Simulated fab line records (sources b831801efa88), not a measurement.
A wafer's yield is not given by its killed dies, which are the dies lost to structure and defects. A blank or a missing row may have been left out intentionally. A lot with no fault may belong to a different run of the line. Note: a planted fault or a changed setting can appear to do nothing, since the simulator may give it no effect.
Which tool did it? | flow sky130 | 11 lots with 33 wafers sampled at 5 steps, on a route of 708 steps

## WHAT THE GAUGES READ, wafer by wafer
SKY_VIA3_THK_MEAS_01.
lot  | measured     | on           | VIA3_HDPCVD_THK (nm)
L422 | day 38 06:24 | filmMetro-03 | 1592 1596 1611
L423 | day 38 23:27 | filmMetro-04 | 1676 1668 1686
L426 | day 39 12:19 | filmMetro-03 | 1649 1637 1627
L428 | day 40 11:37 | filmMetro-03 | 1642 1618 1624
L430 | day 41 20:21 | filmMetro-04 | 1617 1632 1620
L431 | day 42 00:25 | filmMetro-03 | 1608 1610 1631
L436 | day 42 20:47 | filmMetro-04 | 1638 1620 1596
L437 | day 43 16:38 | filmMetro-04 | 1938 1962 1960
L439 | day 43 22:51 | filmMetro-04 | 1644 1644 1663
L442 | day 44 13:44 | filmMetro-04 | 1971 1970 1968
L444 | day 44 20:12 | filmMetro-04 | 1959 1943 1942

## WHAT TOOL EACH LOT RAN ON (gives the tool, then ch and the chambers of the sampled wafers, and finally the start)
lot  | SKY_CAPM_STRIP_14                   | SKY_METAL3_METAL_ETCH_18         | SKY_METAL3_STRIP_19                 | SKY_VIA3_HDPCVD_00
L422 | plasmaAsher-04 ch 0,1, day 37 03:10 | rieMetal-02 ch 0,1, day 38 05:27 | plasmaAsher-03 ch 0,1, day 38 05:37 | hdpcvd-01 ch 0,2, day 38 06:13
L423 | plasmaAsher-02 ch 0,1, day 37 19:20 | rieMetal-01 ch 0, day 38 22:22   | plasmaAsher-04 ch 0,1, day 38 22:38 | hdpcvd-02 ch 1,2, day 38 23:16
L426 | plasmaAsher-04 ch 0,1, day 38 09:49 | rieMetal-04 ch 0, day 39 11:10   | plasmaAsher-03 ch 0,1, day 39 11:32 | hdpcvd-02 ch 0,1, day 39 12:09
L428 | plasmaAsher-04 ch 1, day 39 09:07   | rieMetal-01 ch 0, day 40 10:34   | plasmaAsher-04 ch 0,1, day 40 10:45 | hdpcvd-01 ch 0,2, day 40 11:27
L430 | plasmaAsher-01 ch 0,1, day 40 18:39 | rieMetal-02 ch 0,1, day 41 19:16 | plasmaAsher-03 ch 1, day 41 19:27   | hdpcvd-02 ch 0,1,2, day 41 20:11
L431 | plasmaAsher-02 ch 0,1, day 40 22:37 | rieMetal-04 ch 1, day 41 23:22   | plasmaAsher-03 ch 0,1, day 41 23:38 | hdpcvd-02 ch 0,1,2, day 42 00:19
L436 | plasmaAsher-01 ch 0,1, day 41 19:27 | rieMetal-04 ch 0,1, day 42 19:53 | plasmaAsher-01 ch 0,1, day 42 20:02 | hdpcvd-01 ch 0,2, day 42 20:36
L437 | plasmaAsher-02 ch 0,1, day 42 15:55 | rieMetal-02 ch 1, day 43 15:31   | plasmaAsher-04 ch 0,1, day 43 15:52 | hdpcvd-02 ch 0,2, day 43 16:28
L439 | plasmaAsher-02 ch 0,1, day 42 23:06 | rieMetal-04 ch 0,1, day 43 21:52 | plasmaAsher-01 ch 0,1, day 43 22:03 | hdpcvd-01 ch 0,2, day 43 22:40
L442 | plasmaAsher-01 ch 0,1, day 43 13:50 | rieMetal-02 ch 0,1, day 44 12:50 | plasmaAsher-03 ch 0,1, day 44 12:59 | hdpcvd-02 ch 0,1, day 44 13:32
L444 | plasmaAsher-01 ch 0,1, day 43 20:26 | rieMetal-04 ch 0,1, day 44 19:16 | plasmaAsher-01 ch 0,1, day 44 19:26 | hdpcvd-02 ch 1,2, day 44 20:02
- SKY_CAPM_STRIP_14: strips in O2/N2.
- SKY_METAL3_METAL_ETCH_18: etches the open film in Cl2/BCl3, stops on SiO2, target depth 845 nm, time 183.1 s.
- SKY_METAL3_STRIP_19: strips in O2/N2.
- SKY_VIA3_HDPCVD_00: deposits SiO2, target thk 1635 nm, time 272.5 s.

## AS READ BY THE TOOLS THEMSELVES (means over the sampled wafers that have a number; for cases with no such wafer, the mark the record gives instead)
SKY_CAPM_STRIP_14.
lot  | tool           | drypumpMotorCurrentA (A) | oesProductAu (a.u.) | stripTimeToEndpointS (s)
L422 | plasmaAsher-04 | 5.4                      | 0.712               | 12.67
L423 | plasmaAsher-02 | 5.5                      | 0.710               | 12.63
L426 | plasmaAsher-04 | 5.4                      | 0.706               | 12.68
L428 | plasmaAsher-04 | 5.0                      | 0.707               | 12.71
L430 | plasmaAsher-01 | 5.5                      | 0.711               | 12.64
L431 | plasmaAsher-02 | 5.6                      | 0.707               | 12.76
L436 | plasmaAsher-01 | 5.6                      | 0.709               | 12.68
L437 | plasmaAsher-02 | 5.5                      | 0.707               | 12.64
L439 | plasmaAsher-02 | 5.5                      | 0.710               | 12.64
L442 | plasmaAsher-01 | 5.6                      | 0.711               | 12.68
L444 | plasmaAsher-01 | 5.5                      | 0.714               | 12.62

SKY_METAL3_METAL_ETCH_18.
lot  | tool        | drypumpMotorCurrentA (A) | oesProductAu (a.u.) | throttleValvePct (%)
L422 | rieMetal-02 | 6.1                      | 0.865               | 22.262
L423 | rieMetal-01 | 6.0                      | 0.863               | 22.264
L426 | rieMetal-04 | 6.2                      | 0.866               | 22.267
L428 | rieMetal-01 | 6.0                      | 0.855               | 22.263
L430 | rieMetal-02 | 5.9                      | 0.872               | 22.258
L431 | rieMetal-04 | 5.3                      | 0.859               | 22.263
L436 | rieMetal-04 | 5.8                      | 0.864               | 22.262
L437 | rieMetal-02 | 5.8                      | 0.863               | 22.269
L439 | rieMetal-04 | 5.9                      | 0.870               | 22.262
L442 | rieMetal-02 | 6.0                      | 0.870               | 22.265
L444 | rieMetal-04 | 5.6                      | 0.872               | 22.260

SKY_METAL3_STRIP_19.
lot  | tool           | drypumpMotorCurrentA (A) | oesProductAu (a.u.) | stripTimeToEndpointS (s)
L422 | plasmaAsher-03 | 5.3                      | 0.508               | 6.63
L423 | plasmaAsher-04 | 5.9                      | 0.499               | 6.42
L426 | plasmaAsher-03 | 5.2                      | 0.502               | 6.54
L428 | plasmaAsher-04 | 5.4                      | 0.500               | 6.52
L430 | plasmaAsher-03 | 5.4                      | 0.510               | 6.67
L431 | plasmaAsher-03 | 5.1                      | 0.500               | 6.66
L436 | plasmaAsher-01 | 5.6                      | 0.501               | 6.48
L437 | plasmaAsher-04 | 5.4                      | 0.506               | 6.70
L439 | plasmaAsher-01 | 5.6                      | 0.495               | 6.37
L442 | plasmaAsher-03 | 5.3                      | 0.509               | 6.68
L444 | plasmaAsher-01 | 5.4                      | 0.508               | 6.64

SKY_VIA3_HDPCVD_00.
lot  | tool      | sih4FlowSccm (sccm)
L422 | hdpcvd-01 | 59.90
L423 | hdpcvd-02 | 59.92
L426 | hdpcvd-02 | 59.95
L428 | hdpcvd-01 | 59.81
L430 | hdpcvd-02 | 59.96
L431 | hdpcvd-02 | 59.97
L436 | hdpcvd-01 | 59.93
L437 | hdpcvd-02 | 72.03
L439 | hdpcvd-01 | 60.10
L442 | hdpcvd-02 | 71.95
L444 | hdpcvd-02 | 71.99

## THE ANSWER, worked out from the rows above alone
Rule: the lots themselves supply what counts as usual. Put in order of their means at a reading, lots are off if they are a third of the lots or fewer, leave a main group of 4 or more, and stand apart from it by a gap of 3 or more times the standard deviation of the main group's means; of several such gaps the widest counts. The tables above print the reading to a certain number of digits; a main group whose means all agree to those digits is not used. A lot without any number at a reading at which 4 lots or more have one is off too. Any other lot the step has rows for is counted as sound. First the gauges in route order, then the tools' own readings, where a lot's mean is used as printed above. At the first step where some lot is off, the reading lying furthest off is the one used; lots without a number count as furthest.
Off: L437, L442, L444, at SKY_VIA3_THK_MEAS_01 (VIA3_HDPCVD_THK). For the main group the mean is 1631 nm and the standard deviation 22.
If a tool, at a process step before that reading, ran all the lots that are off and no sound lot after the first of them, it fits. Not tried: the gauges at SKY_VIA3_THK_MEAS_01; whatever is off there is also off at SKY_VIA3_HDPCVD_00, on other tools, and gauge error can't account for it. One candidate fits, namely hdpcvd-02 at SKY_VIA3_HDPCVD_00. A fault onset in the window from L431 (day 42 00:19, its last sound lot) to L437 (day 43 16:28, its first lot off) fits.
The tool's own readings at SKY_VIA3_HDPCVD_00 bear it out: on the lots that are off they differ by more than 5 times the standard deviation of the sound lots' means. sih4FlowSccm reads 71.99 sccm there against 59.94 sccm on the sound lots.

## WHAT HAD BEEN PUT IN BY THE SIMULATOR
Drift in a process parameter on hdpcvd-02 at SKY_VIA3_HDPCVD_00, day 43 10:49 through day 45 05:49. A move of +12 in setting sih4FlowSccm, from 60. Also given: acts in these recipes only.
Struck lots among those shown: L437, L442, L444. Same finding as the rule above.
